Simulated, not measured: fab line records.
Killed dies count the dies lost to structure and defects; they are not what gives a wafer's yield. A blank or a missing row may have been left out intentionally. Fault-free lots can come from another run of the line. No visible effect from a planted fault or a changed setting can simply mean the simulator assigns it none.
The tool behind it: which one? | flow gf180mcu | 13 lots with 39 wafers sampled at 4 steps, on a route of 602 steps

== WHAT EACH GAUGE READ, for each wafer ==
GF_V3_OVL_MEAS_15. Usual: V3_OVL typically reads -2 nm, with standard deviation 5.8.
lot  | measured     | on         | V3_OVL (nm) | flag
L647 | day 22 05:14 | overlay-01 | -8 -9 -8    |
L648 | day 22 15:13 | overlay-02 | 7 7 6       |
L649 | day 23 01:40 | overlay-01 | -5 2 2      |
L650 | day 23 13:13 | overlay-02 | -6 -11 -12  |
L652 | day 24 06:19 | overlay-02 | 6 6 6       |
L656 | day 25 15:05 | overlay-02 | -7 -6 7     |
L657 | day 26 00:01 | overlay-02 | -4 -5 -2    |
L658 | day 26 10:55 | overlay-01 | 2 0 4       |
L659 | day 26 13:32 | overlay-01 | -1 4 -7     |
L662 | day 27 13:19 | overlay-01 | -5 -8 -1    |
L663 | day 27 20:22 | overlay-01 | 0 6 2       |
L664 | day 27 23:05 | overlay-01 | -1 2 2      |
L668 | day 28 22:55 | overlay-02 | 1 -1 1      |

GF_V4_CD_MEAS_14: the cd target is 260 nm. Usual: cd_nm 260.3 nm, standard deviation 1.1.
lot  | measured     | on        | cd_nm (nm)        | flag
L647 | day 24 05:12 | cd_sem-01 | 259.7 258.4 259.0 |
L648 | day 24 15:25 | cd_sem-02 | 260.3 260.0 259.5 |
L649 | day 25 02:06 | cd_sem-01 | 260.8 261.1 261.5 |
L650 | day 25 12:00 | cd_sem-02 | 261.4 259.8 261.0 |
L652 | day 26 03:52 | cd_sem-01 | 259.6 260.0 259.7 |
L656 | day 27 10:32 | cd_sem-01 | 260.7 262.3 261.0 |
L657 | day 27 19:08 | cd_sem-02 | 258.8 259.9 259.4 |
L658 | day 28 05:44 | cd_sem-01 | 260.6 261.0 261.6 |
L659 | day 28 09:02 | cd_sem-02 | 261.5 259.7 260.6 |
L662 | day 29 07:25 | cd_sem-02 | 262.1 261.9 261.3 |
L663 | day 29 14:28 | cd_sem-01 | 259.8 259.4 259.2 |
L664 | day 29 15:46 | cd_sem-02 | 259.2 259.4 258.6 |
L668 | day 30 14:58 | cd_sem-02 | 261.6 262.4 260.3 |

== WHAT TOOL EACH LOT RAN ON (gives the tool, then ch and the chambers of the sampled wafers, and finally the start) ==
lot  | GF_M3_METAL_ETCH_16               | GF_V3_ETCH_16
L647 | rie_metal-03 ch 0,1, day 21 04:07 | rie_diel-01 ch 0,1,3, day 22 05:16
L648 | rie_metal-01 ch 0,1, day 21 14:22 | rie_diel-04 ch 1,2,3, day 22 15:15
L649 | rie_metal-03 ch 1, day 22 00:45   | rie_diel-02 ch 0,2,3, day 23 01:42
L650 | rie_metal-03 ch 0, day 22 13:03   | rie_diel-01 ch 2,3, day 23 13:15
L652 | rie_metal-04 ch 0,1, day 23 05:46 | rie_diel-02 ch 0,1,2, day 24 06:21
L656 | rie_metal-04 ch 0, day 24 16:30   | rie_diel-04 ch 1,2, day 25 15:07
L657 | rie_metal-04 ch 0,1, day 25 01:25 | rie_diel-04 ch 0,2,3, day 26 00:03
L658 | rie_metal-04 ch 0,1, day 25 12:31 | rie_diel-04 ch 1,2,3, day 26 10:57
L659 | rie_metal-01 ch 0,1, day 25 15:14 | rie_diel-01 ch 0,3, day 26 13:34
L662 | rie_metal-01 ch 0,1, day 26 15:16 | rie_diel-02 ch 0,1,2, day 27 13:21
L663 | rie_metal-03 ch 0,1, day 26 22:55 | rie_diel-02 ch 1,3, day 27 20:24
L664 | rie_metal-01 ch 0, day 27 01:57   | rie_diel-01 ch 2,3, day 27 23:07
L668 | rie_metal-01 ch 0, day 28 02:43   | rie_diel-02 ch 0,2,3, day 28 22:57
- GF_M3_METAL_ETCH_16: etches the open film in Cl2/BCl3, stops on SiO2, target depth 750.8 nm, time 125.1 s.
- GF_V3_ETCH_16: etches BARC in N2/H2.

== WHAT THE TOOLS THEMSELVES READ (means of the sampled wafers that have a number; where no wafer has one, the mark that the record gives instead) ==
GF_M3_METAL_ETCH_16. Usual: drypump_motor_current_A 5.32 A, standard deviation 0.18; oes_product_au 0.991 a.u., standard deviation 0.006; throttle_valve_pct 28.228 %, standard deviation 0.0098.
lot  | tool         | drypump_motor_current_A (A) | oes_product_au (a.u.) | throttle_valve_pct (%) | flag
L647 | rie_metal-03 | 5.32                        | 1.001                 | 28.218                 |
L648 | rie_metal-01 | 5.33                        | 0.988                 | 28.221                 |
L649 | rie_metal-03 | 5.55                        | 0.996                 | 28.228                 |
L650 | rie_metal-03 | 5.22                        | 0.990                 | 28.226                 |
L652 | rie_metal-04 | 5.32                        | 0.991                 | 28.224                 |
L656 | rie_metal-04 | 5.47                        | 0.993                 | 28.228                 |
L657 | rie_metal-04 | 5.17                        | 0.986                 | 28.226                 |
L658 | rie_metal-04 | 5.33                        | 0.989                 | 28.232                 |
L659 | rie_metal-01 | 5.36                        | 0.993                 | 28.230                 |
L662 | rie_metal-01 | 5.38                        | 0.989                 | 28.227                 |
L663 | rie_metal-03 | 5.31                        | 0.991                 | 28.225                 |
L664 | rie_metal-01 | 5.40                        | 0.991                 | 28.245                 |
L668 | rie_metal-01 | 5.43                        | 0.991                 | 28.234                 |

GF_V3_ETCH_16. Usual: drypump_motor_current_A 5.8 A, standard deviation 0.45; oes_product_au 0.855 a.u., standard deviation 0.0049; throttle_valve_pct 13.225 %, standard deviation 0.0092.
lot  | tool        | drypump_motor_current_A (A) | oes_product_au (a.u.) | throttle_valve_pct (%) | flag
L647 | rie_diel-01 | 6.5                         | 0.855                 | 13.229                 |
L648 | rie_diel-04 | 5.5                         | 0.853                 | 13.218                 |
L649 | rie_diel-02 | 5.5                         | 0.857                 | 13.223                 |
L650 | rie_diel-01 | 6.4                         | 0.855                 | 13.230                 |
L652 | rie_diel-02 | 5.5                         | 0.850                 | 13.227                 |
L656 | rie_diel-04 | 5.6                         | 0.856                 | 13.223                 |
L657 | rie_diel-04 | 5.7                         | 0.853                 | 13.220                 |
L658 | rie_diel-04 | 5.5                         | 0.853                 | 13.228                 |
L659 | rie_diel-01 | 6.4                         | 0.859                 | 13.227                 |
L662 | rie_diel-02 | 5.5                         | 0.853                 | 13.225                 |
L663 | rie_diel-02 | 5.8                         | 0.850                 | 13.232                 |
L664 | rie_diel-01 | 6.4                         | 0.861                 | 13.232                 |
L668 | rie_diel-02 | 5.5                         | 0.857                 | 13.230                 |

== THE ANSWER, worked out from the rows above alone ==
Rule: take the mean of a lot's wafers that have a number; if it is more than 3 standard deviations from the usual mean, the lot is off. Also off: a lot with no number at a reading for which 4 or more lots have one. All remaining lots with rows at the step are treated as sound. After the gauges, taken in route order, come the tools' own readings; for these a lot's mean is taken, as printed above. The first step at which some lot is off is used, and at that step the reading that is off furthest; a lot without a number counts as furthest.
Nothing can be told from this: no lot is off at any reading shown.

== WHAT THE SIMULATOR HAD PUT IN ==
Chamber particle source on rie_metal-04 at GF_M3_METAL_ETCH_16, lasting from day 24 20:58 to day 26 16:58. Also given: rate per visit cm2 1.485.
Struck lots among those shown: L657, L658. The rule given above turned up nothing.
